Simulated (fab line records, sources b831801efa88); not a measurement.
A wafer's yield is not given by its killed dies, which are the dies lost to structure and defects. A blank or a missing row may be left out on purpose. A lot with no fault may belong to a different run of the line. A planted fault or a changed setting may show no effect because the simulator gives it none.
fab line records + flow sky130
record:
- lots: 12
- wafers: 36
- lastDay: 50
route steps=708 shown FIELD_ISO@14 PWDE@53 POLY_CUT@318 PAD_OPEN@708
lots untouched by any fault: they come from a run of this same line in which no faults occurred
startH: hours from the record's first day to the start of the lot's first wafer shown + waitH: hours elapsed since this lot's preceding step + " as in the row above + L1.1+2: a single row standing in for several wafers + - no value present, or no start provided + * or withheld: withheld + < > ~ a bound
route shown NAME@n: names a module that has steps shown in the file, with the first one's number in the route + usual: mean and standard deviation over wafers with no fault + same: alike in all rows + chamber/n: place in a boat + sites: readings site by site + _std_site: the standard deviation of these + _edge_site: the outer-site mean with the inner-site mean subtracted + radiusMm: for every site, how far away it sits from the centre of the wafer + mask NAME#n: copy n + behind: the last tool/chamber to shape the wafer + hold: the reason the lot was held/the length of the hold in hours/how it ended + device: which transistor (n, p or np) failed to switch + end of line: tests of these same wafers at the route's end + a step given without rows: its recipe and nothing more + killed: count of dies lost to structure and defects at first sort (not the wafer's yield) + map: per-die view of a wafer (x killed, . not killed, _ where there is no die)
set.NAME: setting as actually run; set.NAME@STEP: the setting as run at that earlier step + model.NAME: the simulator's own value behind a step, which no gauge read
one table for each step of the route and one row for each wafer, over a sample of lots
services: when a tool's chamber went out of use (startH, in hours from the record's first day, below 0 if earlier), for how many hours, and the reason
== steps ==
step: SKY_FIELD_ISO_CD_MEAS_13
recipe:
- targetCdNm: 150
usual:
- cdNm: 149.8/1.6
| lot.wafer | tool     | chamber | startH | waitH | cdNm  |
|-----------|----------|---------|--------|-------|-------|
| L488.1    | cdSem-01 | -       | 52.66  | -     | 149.6 |
| L488.2    | "        | -       | "      | "     | 150.4 |
| L488.4    | "        | -       | "      | "     | 151.5 |
| L489.2    | cdSem-02 | -       | 57.33  | -     | 148.6 |
| L489.4    | "        | -       | "      | "     | 149.7 |
| L489.6    | "        | -       | "      | "     | 150.5 |
| L491.2    | cdSem-02 | -       | 67.79  | -     | 147.7 |
| L491.5    | "        | -       | "      | "     | 148.2 |
| L491.6    | "        | -       | "      | "     | 148.2 |
| L493.1    | cdSem-02 | -       | 75.91  | -     | 147.9 |
| L493.4    | "        | -       | "      | "     | 148.8 |
| L493.5    | "        | -       | "      | "     | 148.2 |
| L494.1    | cdSem-02 | -       | 80.12  | -     | 148.9 |
| L494.4    | "        | -       | "      | "     | 148.3 |
| L494.6    | "        | -       | "      | "     | 148.2 |
| L495.1    | cdSem-02 | -       | 87.47  | -     | 149.8 |
| L495.3    | "        | -       | "      | "     | 150.0 |
| L495.6    | "        | -       | "      | "     | 150.4 |
| L496.2    | cdSem-01 | -       | 91.94  | -     | 149.9 |
| L496.5    | "        | -       | "      | "     | 149.1 |
| L496.6    | "        | -       | "      | "     | 147.8 |
| L497.2    | cdSem-01 | -       | 97.29  | -     | 153.0 |
| L497.4    | "        | -       | "      | "     | 152.0 |
| L497.5    | "        | -       | "      | "     | 152.6 |
| L498.1    | cdSem-01 | -       | 101.74 | -     | 148.8 |
| L498.3    | "        | -       | "      | "     | 147.2 |
| L498.4    | "        | -       | "      | "     | 147.9 |
| L505.1    | cdSem-02 | -       | 138.87 | -     | 150.6 |
| L505.2    | "        | -       | "      | "     | 150.6 |
| L505.3    | "        | -       | "      | "     | 149.3 |
| L506.3    | cdSem-01 | -       | 142.76 | -     | 150.6 |
| L506.4    | "        | -       | "      | "     | 150.7 |
| L506.5    | "        | -       | "      | "     | 150.1 |
| L507.3    | cdSem-02 | -       | 148.01 | -     | 146.9 |
| L507.4    | "        | -       | "      | "     | 148.0 |
| L507.5    | "        | -       | "      | "     | 147.2 |
step: SKY_FIELD_ISO_ETCH_17
recipe:
- targetDepthA: 3420
- maskMaterial: Si3N4
- chemistry: HBr/Cl2/O2
- target: Si
- taperDeg: 5
- icpW: 600
- biasW: 150
- pressureMtorr: 15
- HBr_flow_sccm: 150
- Cl2_flow_sccm: 40
- O2_flow_sccm: 6
- timeS: 97.7
usual:
- HBr_flow_sccm: 150.0/0.45
- biasW: 150.0/0.48
- chamberPressureMTorr: 15.001/0.014
- drypumpMotorCurrentA: 5.8/0.54
- oesProductAu: 1.001/0.011
- throttleValvePct: 25.656/0.011
| lot.wafer | tool     | chamber | startH | waitH | HBr_flow_sccm | biasW | chamberPressureMTorr | drypumpMotorCurrentA | oesProductAu | rfHoursCounterH | throttleValvePct |
|-----------|----------|---------|--------|-------|---------------|-------|----------------------|----------------------|--------------|-----------------|------------------|
| L488.1    | rieSi-01 | 3       | 52.98  | 0.1   | 149.8         | 149.9 | 15.016               | 5.8                  | 1.001        | 46              | 25.669           |
| L488.2    | "        | 2       | "      | "     | 149.9         | 150.1 | 15.003               | 6.2                  | 1.000        | 1               | 25.655           |
| L488.4    | "        | 0       | "      | "     | 150.5         | 149.9 | 14.988               | 6.7                  | 0.999        | 2               | 25.662           |
| L489.2    | rieSi-01 | 2       | 57.63  | 0.1   | 150.7         | 150.1 | 15.004               | 6.2                  | 0.993        | 1               | 25.654           |
| L489.4    | "        | 1       | "      | "     | 150.0         | 149.5 | 14.986               | 4.8                  | 1.010        | 1               | 25.651           |
| L489.6    | "        | 3       | "      | "     | 149.9         | 151.2 | 15.015               | 5.8                  | 0.990        | -               | 25.664           |
| L491.2    | rieSi-01 | 2       | 68.09  | 0.1   | 150.0         | 150.5 | 14.997               | 6.2                  | 1.005        | 1               | 25.656           |
| L491.5    | "        | 0       | "      | "     | 149.9         | 149.8 | 15.025               | 6.6                  | 0.991        | -               | 25.659           |
| L491.6    | "        | 1       | "      | "     | 150.0         | 150.0 | 15.008               | 4.8                  | 1.006        | -               | 25.633           |
| L493.1    | rieSi-01 | 1       | 76.23  | 0.1   | 150.8         | 149.9 | 15.031               | 4.8                  | 1.019        | 1               | 25.643           |
| L493.4    | "        | 0       | "      | "     | 150.3         | 149.7 | 14.997               | 6.6                  | 0.985        | 2               | 25.648           |
| L493.5    | "        | 0       | "      | "     | 149.8         | 149.5 | 15.018               | 6.6                  | 1.005        | -               | 25.661           |
| L494.1    | rieSi-01 | 0       | 80.43  | 0.1   | 149.4         | 150.4 | 14.995               | 6.6                  | 0.991        | 2               | 25.674           |
| L494.4    | "        | 1       | "      | "     | 150.0         | 150.8 | 15.013               | 4.8                  | 1.015        | 1               | 25.647           |
| L494.6    | "        | 1       | "      | "     | 149.7         | 150.2 | 15.020               | 4.8                  | 1.006        | -               | 25.632           |
| L495.1    | rieSi-02 | 0       | 87.78  | 0.1   | 150.0         | 149.4 | 15.000               | 5.8                  | 0.987        | 0               | 25.661           |
| L495.3    | "        | 2       | "      | "     | 149.4         | 150.5 | 15.004               | 5.8                  | 1.029        | 70              | 25.645           |
| L495.6    | "        | 2       | "      | "     | 149.7         | 150.1 | 14.987               | 5.8                  | 1.017        | -               | 25.649           |
| L496.2    | rieSi-02 | 3       | 92.24  | 0.1   | 149.1         | 149.4 | 14.996               | 5.4                  | 0.991        | 3               | 25.653           |
| L496.5    | "        | 0       | "      | "     | 149.9         | 150.0 | 14.999               | 5.8                  | 0.982        | -               | 25.666           |
| L496.6    | "        | 3       | "      | "     | 150.0         | 149.5 | 14.979               | 5.4                  | 0.983        | -               | 25.653           |
| L497.2    | rieSi-01 | 1       | 97.59  | 0.1   | 150.3         | 150.1 | 14.990               | 4.8                  | 1.013        | 1               | 25.648           |
| L497.4    | "        | 3       | "      | "     | 150.1         | 150.7 | 15.018               | 5.8                  | 1.002        | 47              | 25.661           |
| L497.5    | "        | 3       | "      | "     | 149.9         | 151.4 | 14.993               | 5.8                  | 0.998        | -               | 25.667           |
| L498.1    | rieSi-02 | 3       | 102.05 | 0.1   | 151.7         | 149.5 | 14.986               | 5.4                  | 0.999        | 3               | 25.667           |
| L498.3    | "        | 0       | "      | "     | 150.1         | 149.8 | 14.981               | 5.8                  | 0.990        | 0               | 25.679           |
| L498.4    | "        | 1       | "      | "     | 149.2         | 149.3 | 14.996               | 6.4                  | 1.004        | 4               | 25.677           |
| L505.1    | rieSi-02 | 1       | 139.19 | 0.1   | 150.3         | 150.7 | 14.999               | 6.5                  | 1.012        | 4               | 25.655           |
| L505.2    | "        | 2       | "      | "     | 150.3         | 149.2 | 15.020               | 5.9                  | 1.014        | 71              | 25.636           |
| L505.3    | "        | 3       | "      | "     | 149.7         | 149.3 | 14.995               | 5.4                  | 0.994        | 4               | 25.671           |
| L506.3    | rieSi-01 | 3       | 143.03 | 0.0   | 150.6         | 150.8 | 15.013               | 5.8                  | 0.987        | 47              | 25.673           |
| L506.4    | "        | 0       | "      | "     | 149.5         | 150.2 | 15.004               | 6.7                  | 0.980        | -               | 25.655           |
| L506.5    | "        | 2       | "      | "     | 150.6         | 149.9 | 15.015               | 6.2                  | 0.986        | -               | 25.652           |
| L507.3    | rieSi-02 | 3       | 148.28 | 0.0   | 150.9         | 150.5 | 15.001               | 5.4                  | 0.999        | 4               | 25.667           |
| L507.4    | "        | 2       | "      | "     | 150.1         | 149.8 | 15.005               | 5.9                  | 1.019        | 71              | 25.639           |
| L507.5    | "        | 2       | "      | "     | 150.0         | 149.8 | 14.986               | 5.8                  | 1.014        | -               | 25.661           |
step: SKY_PWDE_IMPLANT_08
recipe:
- species: B
- energyKev: 150
- doseCm2: 3.6e+12
- tiltDeg: withheld
usual:
- beamEnergyKeV: 150.01/0.043
| lot.wafer | tool         | chamber | startH | waitH | beamEnergyKeV |
|-----------|--------------|---------|--------|-------|---------------|
| L488.1    | implanter-01 | 0       | 94.01  | 0.0   | 149.94        |
| L488.2    | "            | 0       | "      | "     | 149.97        |
| L488.4    | "            | 0       | "      | "     | 149.95        |
| L489.2    | implanter-04 | 0       | 100.42 | 0.0   | 150.08        |
| L489.4    | "            | 0       | "      | "     | 150.03        |
| L489.6    | "            | 0       | "      | "     | 150.06        |
| L491.2    | implanter-04 | 0       | 109.17 | 0.0   | 150.00        |
| L491.5    | "            | 0       | "      | "     | 150.04        |
| L491.6    | "            | 0       | "      | "     | 150.00        |
| L493.1    | implanter-01 | 0       | 118.61 | 0.0   | 150.02        |
| L493.4    | "            | 0       | "      | "     | 150.00        |
| L493.5    | "            | 0       | "      | "     | 149.86        |
| L494.1    | implanter-01 | 0       | 123.11 | 0.0   | 150.07        |
| L494.4    | "            | 0       | "      | "     | 149.97        |
| L494.6    | "            | 0       | "      | "     | 149.99        |
| L495.1    | implanter-01 | 0       | 131.24 | 0.0   | 175.90        |
| L495.3    | "            | 0       | "      | "     | 175.94        |
| L495.6    | "            | 0       | "      | "     | 175.93        |
| L496.2    | implanter-01 | 0       | 138.02 | 0.0   | 175.89        |
| L496.5    | "            | 0       | "      | "     | 175.85        |
| L496.6    | "            | 0       | "      | "     | 175.85        |
| L497.2    | implanter-04 | 0       | 142.27 | 0.0   | 149.97        |
| L497.4    | "            | 0       | "      | "     | 149.99        |
| L497.5    | "            | 0       | "      | "     | 150.02        |
| L498.1    | implanter-03 | 0       | 147.00 | 0.0   | 150.03        |
| L498.3    | "            | 0       | "      | "     | 149.99        |
| L498.4    | "            | 0       | "      | "     | 150.05        |
| L505.1    | implanter-03 | 0       | 186.30 | 0.0   | 149.94        |
| L505.2    | "            | 0       | "      | "     | 150.03        |
| L505.3    | "            | 0       | "      | "     | 149.99        |
| L506.3    | implanter-03 | 0       | 189.31 | 0.1   | 150.03        |
| L506.4    | "            | 0       | "      | "     | 150.01        |
| L506.5    | "            | 0       | "      | "     | 149.98        |
| L507.3    | implanter-03 | 0       | 197.19 | 0.1   | 149.96        |
| L507.4    | "            | 0       | "      | "     | 150.00        |
| L507.5    | "            | 0       | "      | "     | 150.06        |
step: SKY_POLY_CUT_ETCH_11
recipe:
- target: Si3N4
- chemistry: CF4/CH2F2/Ar
- stopOn: poly-Si
- sourceW: 600
- biasW: 150
- pressureMtorr: 40
- cf4FlowSccm: 40
- ch2f2FlowSccm: 20
- Ar_flow_sccm: 150
- timeS: 42.5
- targetDepthA: 600
usual:
- biasW: 150.1/0.49
- chamberPressureMTorr: 40.00/0.033
- drypumpMotorCurrentA: 5.9/0.38
- mfcArSccm: 149.9/0.41
- oesProductAu: 0.831/0.0068
- throttleValvePct: 14.995/0.0098
| lot.wafer | tool       | chamber | startH | waitH | biasW | chamberPressureMTorr | drypumpMotorCurrentA | mfcArSccm | oesProductAu | rfHoursCounterH | throttleValvePct |
|-----------|------------|---------|--------|-------|-------|----------------------|----------------------|-----------|--------------|-----------------|------------------|
| L488.1    | rieDiel-04 | 1       | 600.96 | 0.0   | 150.1 | 40.04                | 5.6                  | 149.9     | 0.818        | 2               | 14.990           |
| L488.2    | "          | 0       | "      | "     | 149.8 | 40.02                | 5.9                  | 149.4     | 0.834        | 14              | 15.003           |
| L488.4    | "          | 3       | "      | "     | 149.7 | 40.01                | 6.2                  | 150.2     | 0.827        | 11              | 14.988           |
| L489.2    | rieDiel-02 | 3       | 612.17 | 0.0   | 150.3 | 39.99                | 5.4                  | 149.4     | 0.832        | 6               | 15.004           |
| L489.4    | "          | 2       | "      | "     | 149.6 | 40.06                | 6.4                  | 149.9     | 0.834        | 14              | 14.996           |
| L489.6    | "          | 3       | "      | "     | 149.5 | 40.01                | 5.5                  | 149.5     | 0.839        | -               | 15.024           |
| L491.2    | rieDiel-03 | 1       | 627.67 | 0.0   | 149.4 | 39.97                | 6.0                  | 149.8     | 0.836        | 11              | 15.011           |
| L491.5    | "          | 3       | "      | "     | 150.0 | 40.04                | 5.8                  | 150.2     | 0.836        | -               | 14.980           |
| L491.6    | "          | 2       | "      | "     | 150.2 | 39.98                | 5.5                  | 149.5     | 0.824        | -               | 14.977           |
| L493.1    | rieDiel-03 | 2       | 642.37 | 0.0   | 150.1 | 40.02                | 5.5                  | 150.1     | 0.831        | 4               | 14.995           |
| L493.4    | "          | 0       | "      | "     | 150.3 | 39.95                | 5.7                  | 150.2     | 0.830        | 0               | 14.984           |
| L493.5    | "          | 0       | "      | "     | 150.5 | 40.01                | 5.7                  | 150.0     | 0.844        | -               | 14.999           |
| L494.1    | rieDiel-02 | 2       | 651.01 | 0.0   | 149.7 | 40.03                | 6.5                  | 150.8     | 0.835        | 15              | 15.013           |
| L494.4    | "          | 1       | "      | "     | 149.9 | 40.06                | 6.3                  | 150.8     | 0.839        | 11              | 15.010           |
| L494.6    | "          | 1       | "      | "     | 150.5 | 40.02                | 6.3                  | 150.3     | 0.832        | -               | 14.999           |
| L495.1    | rieDiel-03 | 2       | 661.86 | 0.0   | 149.7 | 39.93                | 5.5                  | 149.9     | 0.830        | 5               | 14.989           |
| L495.3    | "          | 3       | "      | "     | 149.4 | 39.97                | 5.8                  | 149.8     | 0.829        | 11              | 14.990           |
| L495.6    | "          | 2       | "      | "     | 149.1 | 40.05                | 5.5                  | 150.0     | 0.827        | -               | 14.979           |
| L496.2    | rieDiel-04 | 2       | 669.91 | 0.0   | 149.7 | 39.99                | 6.0                  | 149.8     | 0.833        | 18              | 15.005           |
| L496.5    | "          | 2       | "      | "     | 150.3 | 40.04                | 6.0                  | 150.4     | 0.840        | -               | 14.992           |
| L496.6    | "          | 1       | "      | "     | 150.2 | 40.00                | 5.6                  | 149.8     | 0.843        | -               | 15.012           |
| L497.2    | rieDiel-02 | 0       | 675.31 | 0.0   | 150.8 | 40.03                | 5.1                  | 149.9     | 0.822        | 8               | 15.001           |
| L497.4    | "          | 2       | "      | "     | 150.7 | 40.03                | 6.4                  | 150.1     | 0.824        | 16              | 14.986           |
| L497.5    | "          | 2       | "      | "     | 150.8 | 39.99                | 6.4                  | 149.2     | 0.831        | -               | 15.002           |
| L498.1    | rieDiel-02 | 0       | 682.42 | 0.0   | 150.1 | 40.00                | 5.1                  | 150.1     | 0.839        | 8               | 14.995           |
| L498.3    | "          | 3       | "      | "     | 150.3 | 40.01                | 5.5                  | 149.3     | 0.830        | 8               | 14.992           |
| L498.4    | "          | 1       | "      | "     | 150.3 | 40.04                | 6.3                  | 149.6     | 0.831        | 12              | 14.985           |
| L505.1    | rieDiel-03 | 2       | 731.42 | 0.0   | 150.5 | 39.93                | 5.6                  | 150.0     | 0.833        | 6               | 15.004           |
| L505.2    | "          | 3       | "      | "     | 150.0 | 40.01                | 5.9                  | 149.9     | 0.834        | 12              | 15.015           |
| L505.3    | "          | 0       | "      | "     | 149.6 | 40.03                | 5.6                  | 149.4     | 0.836        | 2               | 14.994           |
| L506.3    | rieDiel-03 | 1       | 737.21 | 0.0   | 150.1 | 40.00                | 6.0                  | 149.3     | 0.824        | 13              | 14.999           |
| L506.4    | "          | 2       | "      | "     | 150.9 | 39.96                | 5.5                  | 150.2     | 0.833        | 6               | 15.005           |
| L506.5    | "          | 2       | "      | "     | 150.6 | 40.06                | 5.5                  | 150.3     | 0.831        | -               | 15.003           |
| L507.3    | rieDiel-02 | 2       | 746.72 | 0.0   | 149.4 | 40.00                | 6.4                  | 150.1     | 0.834        | 18              | 14.983           |
| L507.4    | "          | 3       | "      | "     | 149.0 | 39.95                | 5.4                  | 149.7     | 0.831        | 10              | 14.981           |
| L507.5    | "          | 0       | "      | "     | 150.8 | 40.00                | 5.1                  | 150.9     | 0.836        | -               | 14.987           |
step: SKY_PAD_OPEN_PROBE_99
usual:
- killed_at_M0_to_M3: 42/7.2
- killed_at_M4_up: 3.5/1.8
- killedAtContacts: 25/5.7
- killedAtFrontEnd: 16/4.6
- killedAtOther: 0.2/0.41
- killedDies: 86/9.3
- killedOpen: 47/6.3
- killedShort: 39/5.9
same:
- grossDies: 492
- killedAtBackSide: 0
| lot.wafer | tool      | chamber | startH  | waitH | killed_at_M0_to_M3 | killed_at_M4_up | killedAtContacts | killedAtFrontEnd | killedAtOther | killedDies | killedOpen | killedShort |
|-----------|-----------|---------|---------|-------|--------------------|-----------------|------------------|------------------|---------------|------------|------------|-------------|
| L493.1    | prober-02 | -       | 1133.57 | 0.1   | 38                 | 4               | 25               | 14               | 0             | 81         | 39         | 42          |
| L493.4    | prober-02 | -       | 1133.72 | 0.2   | 45                 | 2               | 19               | 14               | 0             | 80         | 43         | 37          |
| L493.5    | prober-02 | -       | 1133.77 | 0.2   | 55                 | 2               | 25               | 14               | 0             | 96         | 51         | 45          |
killed by level:class
L493.1 CONTACT:geometricParticle:open=10 VIA2:geometricParticle:open=7 VIA1:geometricParticle:open=7 VIA3:geometricParticle:open=6 LOCAL_INTERCONNECT:geometricParticle:short=5 CONTACT:geometricParticle:short=5 VIA1:geometricParticle:short=5 METAL4:geometricParticle:short=4
L493.4 VIA1:geometricParticle:open=11 CONTACT:geometricParticle:open=8 VIA3:geometricParticle:open=8 LI_CONTACT:geometricParticle:open=6 VIA1:geometricParticle:short=5 VIA3:geometricParticle:short=5 FIELD_ISO:geometricParticle:short=4 POLY_GATE:geometricParticle:short=3
L493.5 VIA1:geometricParticle:open=15 METAL1:geometricParticle:short=10 CONTACT:geometricParticle:open=9 CONTACT:geometricParticle:short=7 VIA1:geometricParticle:short=6 LI_CONTACT:geometricParticle:open=5 METAL2:geometricParticle:short=5 VIA3:geometricParticle:open=5
== services ==
| tool         | chamber | startH | hours | kind   |
|--------------|---------|--------|-------|--------|
| rieDiel-02   | 0       | 41.48  | 2.5   | repair |
| rieDiel-02   | 3       | 63.27  | 1.8   | repair |
| rieSi-02     | -       | 83.67  | 0.2   | repair |
| rieDiel-02   | -       | 101.20 | 0.3   | repair |
| rieSi-02     | -       | 102.51 | 0.7   | repair |
| rieSi-02     | 1       | 120.71 | 15.0  | repair |
| rieSi-02     | 0       | 122.44 | 6.4   | repair |
| rieSi-01     | 1       | 134.17 | 10.5  | repair |
| rieDiel-03   | 0       | 145.13 | 2.0   | repair |
| rieDiel-02   | 0       | 151.16 | 1.3   | repair |
| rieSi-01     | 2       | 159.47 | 1.7   | repair |
| implanter-01 | -       | 162.35 | 118.8 | pm     |
| rieDiel-03   | 0       | 164.03 | 10.7  | repair |
| rieDiel-03   | -       | 169.03 | 15.6  | pm     |
| rieDiel-02   | -       | 188.71 | 28.1  | pm     |
| rieDiel-02   | 1       | 228.06 | 25.2  | repair |
| rieSi-01     | 1       | 231.43 | 4.9   | repair |
| rieSi-01     | 1       | 310.15 | 1.4   | repair |
| rieSi-01     | 1       | 356.85 | 11.6  | repair |
| rieSi-01     | 0       | 574.16 | 10.4  | repair |
| rieSi-01     | -       | 624.14 | 14.6  | pm     |
| rieSi-01     | 0       | 642.46 | 3.8   | repair |
| rieSi-01     | 1       | 662.73 | 1.9   | repair |
| rieSi-01     | 2       | 718.65 | 9.8   | repair |
== key ==
firstSign:
- step: SKY_PWDE_IMPLANT_08
- reading: beamEnergyKeV
- direction: up
- sigmas: 99+
- usual: *
- struck: *
effect none on later readings
metAt SKY_PWDE_IMPLANT_08
struckLots L495,L496
testerLeftOut L495,L496
notActingAt SKY_FIELD_ISO_CD_MEAS_13,SKY_FIELD_ISO_ETCH_17,SKY_POLY_CUT_ETCH_11
onsetBetween 123.11 131.24
fault:
- kind: processParameterDrift
- tool: implanter-01
- chamber: -
- onsetH: 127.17
- steps: SKY_PWDE_IMPLANT_08
- channel: energyKev
- offset: *
- shape: step
- endH: 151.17
- actsIn: *
- stated: *
testerLeftOut: of these lots the tester's yield and bins aren't shown, on N5 and GAA mostly nor the transistor test; their killed dies are dies lost to structure and defects alone, not to doping, threshold or leakage, so they don't give the yield
